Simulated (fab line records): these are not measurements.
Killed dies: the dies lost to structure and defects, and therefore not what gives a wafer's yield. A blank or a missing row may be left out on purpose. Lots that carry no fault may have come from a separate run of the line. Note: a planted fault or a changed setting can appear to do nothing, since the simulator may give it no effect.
A single fault, viewed from 2 desks || flow sky130 || each desk holds nothing but its own numbers, with what lay behind them at the end

## METROLOGY DESK
Lot by lot, what the gauges showed, no matter which tool ran the lot: averages of those sampled wafers that carry a number. The brackets show how far a lot's mean lies from the usual mean; more than 4 standard deviations puts the lot out of limits, marked OUT.
Columns: A = NWELL_TW at SKY_NWELL_TW_MEAS_15, usual 1796; B = cd_nm at SKY_VT_ADJUST_HVTP_CD_MEAS_07, usual 380.4 nm
{"lot": "L224", "first seen here": "day 5 14:28", "A": 1824, "B": 379.8}
{"lot": "L226", "first seen here": "day 5 22:00", "A": 1821, "B": 381.2}
{"lot": "L225", "first seen here": "day 5 22:22", "A": 1816, "B": 382.3}
{"lot": "L229", "first seen here": "day 6 05:34", "A": 1797, "B": 378.9}
{"lot": "L234", "first seen here": "day 7 09:03", "A": 1802, "B": 379.1}
{"lot": "L235", "first seen here": "day 7 13:07", "A": 1774, "B": 378.3}
{"lot": "L239", "first seen here": "day 8 14:23", "A": 1833, "B": 382.3}
{"lot": "L240", "first seen here": "day 8 21:53", "A": 1806, "B": 384.0}
{"lot": "L241", "first seen here": "day 9 01:31", "A": 1768, "B": 379.2}
{"lot": "L242", "first seen here": "day 9 07:35", "A": 1827, "B": 380.9}
{"lot": "L243", "first seen here": "day 9 09:43", "A": 1798, "B": 379.7}
This desk's finding: nothing out of limits on any of the 11 lots.

## AT THE TOOL OWNER'S DESK: litho_track-01
The tool's own readings at SKY_VIA4_COAT_06 (resist thk 1140 nm): means of the sampled wafers that have a number, for each lot that ran on this tool. The brackets show how far a lot's mean lies from the usual mean; more than 4 standard deviations puts the lot out of limits, marked OUT.
Columns: A = dispense_pressure_kPa at SKY_VIA4_COAT_06, usual 48.2 kPa
{"lot": "L224", "first seen here": "day 43 17:06", "A": 51.0}
{"lot": "L226", "first seen here": "day 43 17:40", "A": 51.0}
{"lot": "L229", "first seen here": "day 44 05:19", "A": 51.0}
{"lot": "L234", "first seen here": "day 45 12:04", "A": 51.0}
{"lot": "L235", "first seen here": "day 45 17:52", "A": 51.0}
This desk's finding: nothing out of limits on any of the 5 lots.

## TAKEN TOGETHER
The metrology desk saw nothing out of limits.
The desk of the tool owner found nothing out of limits.

## WHAT HAD BEEN PUT IN BY THE SIMULATOR
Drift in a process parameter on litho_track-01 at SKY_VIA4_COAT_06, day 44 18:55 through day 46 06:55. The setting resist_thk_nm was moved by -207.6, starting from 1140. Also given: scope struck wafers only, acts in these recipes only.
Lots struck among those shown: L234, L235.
